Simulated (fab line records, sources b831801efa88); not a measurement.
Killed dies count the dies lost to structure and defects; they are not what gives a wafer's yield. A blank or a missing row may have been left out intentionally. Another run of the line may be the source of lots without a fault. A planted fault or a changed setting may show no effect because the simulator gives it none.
Which tool did it?	flow gf180mcu	21 wafers from 7 lots sampled at 3 of the route's 602 steps

WHAT THE GAUGES SHOWED, per wafer
GF_HV_LDD_TW_MEAS_23.
lot	measured	on	HV_LDD_2_TW
L111	day 11 23:13	film metro-04	1051 1050 1058
L114	day 13 09:28	film metro-03	1071 1072 1072
L117	day 14 03:56	film metro-04	1062 1060 1063
L119	day 14 14:32	film metro-01	1064 1068 1066
L121	day 15 00:28	film metro-01	1066 1066 1068
L129	day 17 22:34	film metro-01	1063 32 1066 1061 32 1059
L131	day 18 04:57	film metro-01	1067 1061 1060

WHAT TOOL EACH LOT RAN ON (gives the tool, then ch and the chambers of the sampled wafers, and finally the start)
lot	GF_VT_IMPLANT_RTA_45	GF_HV_LDD_DEVELOP_18
L111	rtp anneal-01 ch 0, day 8 11:46	litho track-04 ch 0, day 11 22:40
L114	rtp anneal-01 ch 0, day 9 18:25	litho track-01 ch 0, day 13 08:54
L117	rtp anneal-01 ch 0, day 10 11:37	litho track-02 ch 0, day 14 03:23
L119	rtp anneal-02 ch 0, day 10 20:34	litho track-01 ch 0, day 14 14:01
L121	rtp anneal-01 ch 0, day 11 08:08	litho track-04 ch 0, day 14 23:53
L129	rtp anneal-01 ch 0, day 13 13:13	litho track-04 ch 0, day 17 15:32
L131	rtp anneal-01 ch 0, day 14 03:06	litho track-01 ch 0, day 18 04:24
- GF_VT_IMPLANT_RTA_45: time 30 s.
- GF_HV_LDD_DEVELOP_18: develop time 60 s.

THE ANSWER, worked out from the rows above alone
Rule: usual is defined by the lots themselves. The widest of any qualifying gaps counts: lots, ordered by their means at a reading, are off when they make up no more than a third of the lots, leave a main group of 4 or more, and stand apart from it by 3 or more times the standard deviation of that group's means. A main group is skipped when, at the precision printed for the reading in the tables above, its means are all equal. Also off: a lot with no number at a reading for which 4 or more lots have one. The other lots that the step has rows for count as sound.
Off: at GF_HV_LDD_TW_MEAS_23 (HV_LDD_2_TW), L129. Mean 1064 and standard deviation 5.7 in the main group.
A tool fits if, at a process step before that reading, it ran every lot that is off, and no sound lot after the first of them. Those tools and the gauges at GF_HV_LDD_TW_MEAS_23 are tried in the same way. One candidate fits, namely litho track-04 at GF_HV_LDD_DEVELOP_18. Its last sound lot is L121 (day 14 23:53), its first lot that is off L129 (day 17 15:32): a fault that began between those two fits.

WHAT WAS PUT IN BY THE SIMULATOR
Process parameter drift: litho track-04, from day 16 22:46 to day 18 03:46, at GF_HV_LDD_DEVELOP_18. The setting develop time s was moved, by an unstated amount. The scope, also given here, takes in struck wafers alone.
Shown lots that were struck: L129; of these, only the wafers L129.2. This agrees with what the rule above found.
